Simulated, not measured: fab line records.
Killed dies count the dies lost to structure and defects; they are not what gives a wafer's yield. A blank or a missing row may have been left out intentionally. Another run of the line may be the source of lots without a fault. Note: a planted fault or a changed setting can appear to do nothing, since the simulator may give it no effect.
8D (eight disciplines) problem report, filled in by code + flow sky130 + the parts of the form that need people (team, actions taken, sign-off) are left out

## 1. THE ISSUE
heater-power-total-W at SKY_LDD_P_SOFTBAKE_03 reads a mean of 59.37 W on 6 wafers of 2 lots; wafers without a fault read 56.60 W with a standard deviation of 0.044. Relative to the usual mean, that is a shift of +63 standard deviations.
The step: time 60 s.
First observed at day 25 06:53: wafer L633.2, on litho-track-02. Wafers with a number at this step in the record: 42, from 14 lots. The rule behind "out" and "out of limits": a value lying over 4 standard deviations away from the usual mean. Any other wafer with a number is counted as sound.

## 2. WHAT IT IS AND WHAT IT IS NOT
| question                    | is                                 | is not                                                                          |
|-----------------------------|------------------------------------|---------------------------------------------------------------------------------|
| which readings at this step | heater-power-total-W, plate-temp-C | -                                                                               |
| which lots                  | L633, L635                         | L617, L618, L619, L620, L621, L622, L623, L624, L625, L632, L636, L637          |
| which wafers of those lots  | all that have a number             | -                                                                               |
| read on which tools         | litho-track-02                     | litho-track-03, litho-track-04                                                  |
| when                        | from day 25 06:53                  | up to then (27 sound wafers); but 9 sound wafers of L632, L636, L637 came after |

## 3. THE SUSPECTS, EACH WITH WHAT RULES IT OUT
Counting: a tool at any process step up to the reading remains a suspect when it ran all the lots that are out and ran no sound lot after the first of those.
- litho-track-02 at SKY_LDD_P_SOFTBAKE_03 (time 60 s): kept. All lots that are out passed through it, beginning with L633 at day 25 06:53, and no sound lot followed; its final sound lot before that point was L623 at day 21 05:39. Out on those wafers are its own readings of heater-power-total-W, plate-temp-C.
The count leaves litho-track-02 at SKY_LDD_P_SOFTBAKE_03.

## 4. THE CAUSE (what the simulator had put in)
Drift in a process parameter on litho-track-02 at SKY_LDD_P_SOFTBAKE_03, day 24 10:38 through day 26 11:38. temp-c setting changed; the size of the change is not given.
Only this tool survived the counting.

## 5. SEQUENCE OF EFFECTS, ordered by route
Each row: a reading whose mean over the struck wafers that have a number lies more than 3 standard deviations from the usual. Scope: only readings with a usual standard deviation given in the record; hours: median across lots of the time from each lot's start at the first step in this table that gives one to its start at this step; sigmas: change in usual standard deviations.
| hours | step                  | reading              | usual   | on struck wafers | change | sigmas |
|-------|-----------------------|----------------------|---------|------------------|--------|--------|
| 0     | SKY_LDD_P_SOFTBAKE_03 | heater-power-total-W | 56.60 W | 59.37            | +2.77  | +63    |
| 0     | SKY_LDD_P_SOFTBAKE_03 | plate-temp-C         | 89.99 C | 93.11            | +3.12  | +24    |
Process steps it contains:
- SKY_LDD_P_SOFTBAKE_03: time 60 s.

## 6. HOW IT WOULD HAVE BEEN CAUGHT EARLIER
The fault began at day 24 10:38; the first out-of-limits reading in this record came at day 25 06:53, 20 hours later.
